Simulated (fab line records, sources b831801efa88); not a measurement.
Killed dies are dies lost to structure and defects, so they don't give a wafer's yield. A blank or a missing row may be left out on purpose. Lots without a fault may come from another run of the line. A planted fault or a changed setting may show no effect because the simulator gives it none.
Chamber matching | flow sky130 | SKY_METAL3_ETCH_17 on rie_diel-03: 4 sister chambers
The step etches SiO2 in C4F8/O2/Ar, stops on TiN, time 3.9 s, target depth 15 nm. 8 wafers are shown with their chamber, then 10 later ones without.

WAFERS WITH THEIR CHAMBER
wafer  | chamber | oes_product_au (a.u.)
L083.1 | 1       | 0.758
L087.2 | 0       | 0.740
L087.6 | 2       | 0.765
L089.1 | 0       | 0.762
L089.2 | 2       | 0.738
L089.4 | 3       | 0.760
L090.2 | 3       | 0.766
L090.4 | 1       | 0.751

WAFERS WITHOUT THEIR CHAMBER
wafer  | oes_product_au (a.u.)
L090.6 | 0.764
L094.1 | 0.749
L094.2 | 0.763
L094.3 | 0.757
L094.4 | 0.758
L094.5 | 0.759
L094.6 | 0.765
L096.1 | 0.746
L096.3 | 0.744
L096.5 | 0.761

WHICH CHAMBER EACH WENT THROUGH
wafer  | from the rows above               | in truth
L090.6 | can't be placed: 3 or 1 or 2 or 0 | 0
L094.1 | can't be placed: 0 or 2 or 1 or 3 | 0
L094.2 | can't be placed: 3 or 1 or 2 or 0 | 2
L094.3 | can't be placed: 1 or 2 or 0 or 3 | 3
L094.4 | can't be placed: 1 or 3 or 2 or 0 | 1
L094.5 | can't be placed: 3 or 1 or 2 or 0 | 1
L094.6 | can't be placed: 3 or 1 or 2 or 0 | 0
L096.1 | can't be placed: 0 or 2 or 1 or 3 | 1
L096.3 | can't be placed: 0 or 2 or 1 or 3 | 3
L096.5 | can't be placed: 3 or 1 or 2 or 0 | 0
Placed correctly: 0 of 10. Can't be placed from these rows: 10 (the true chamber is among the candidates in 10). Placed wrongly: 0.
How it was worked out, from the rows above alone: a wafer's distance from a chamber is the root of the sum, over the readings, of the square of ((its reading less the chamber's mean) divided by the reading's scatter). The wafer belongs to the nearest chamber; if the next one is less than 2 further off, it can't be placed. A chamber's mean is the mean of its shown wafers. The scatter: the root of (the sum of the squares of (reading less its chamber's mean) over the shown wafers, divided by (wafers less chambers)).
